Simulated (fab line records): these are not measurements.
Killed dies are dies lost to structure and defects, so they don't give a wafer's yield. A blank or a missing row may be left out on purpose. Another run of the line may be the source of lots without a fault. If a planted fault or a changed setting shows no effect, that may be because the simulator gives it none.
Matching of chambers | flow gf180mcu | GF_V3_CMP_26 on cmp-02: 4 sister chambers
The step polishes, stops on SiO2, t overpolish 15 s, target thk 0 nm. 4 wafers are shown with their chamber, then 10 later ones without.

WAFERS PAIRED WITH THEIR CHAMBERS
wafer  | chamber | motorCurrentA (A)
L537.2 | 0       | 12.7
L537.4 | 3       | 10.0
L544.2 | 1       | 11.5
L544.3 | 2       | 9.5

WAFERS WITHOUT THEIR CHAMBER
wafer  | motorCurrentA (A)
L544.6 | 12.3
L545.1 | 12.3
L545.2 | 9.6
L545.3 | 8.8
L549.1 | 12.3
L549.2 | 11.7
L549.3 | 8.8
L551.2 | 9.4
L551.4 | 12.3
L551.6 | 9.7

WHICH CHAMBER EACH ONE RAN IN
wafer  | from the rows above     | in truth
L544.6 | can't be placed: 0 or 1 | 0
L545.1 | can't be placed: 0 or 1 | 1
L545.2 | can't be placed: 2 or 3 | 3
L545.3 | can't be placed: 2 or 3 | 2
L549.1 | can't be placed: 0 or 1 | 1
L549.2 | can't be placed: 1 or 0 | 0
L549.3 | can't be placed: 2 or 3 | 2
L551.2 | can't be placed: 2 or 3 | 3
L551.4 | can't be placed: 0 or 1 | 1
L551.6 | can't be placed: 2 or 3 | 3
Correct placement for 0 of the 10. Not placeable from these rows: 10 (in 10, the candidates include the true chamber). Placed wrongly: 0.
How it was worked out, from the rows above alone: a wafer's distance from a chamber is the root of the sum, over the readings, of the square of ((its reading less the chamber's mean) divided by the reading's scatter). The wafer belongs to the nearest chamber; if the next one is less than 2 further off, it can't be placed. The mean given for a chamber averages the wafers shown for that chamber. The scatter: with one shown wafer a chamber, the root of the mean of the squares of how far each hidden wafer lies from its nearest shown one.
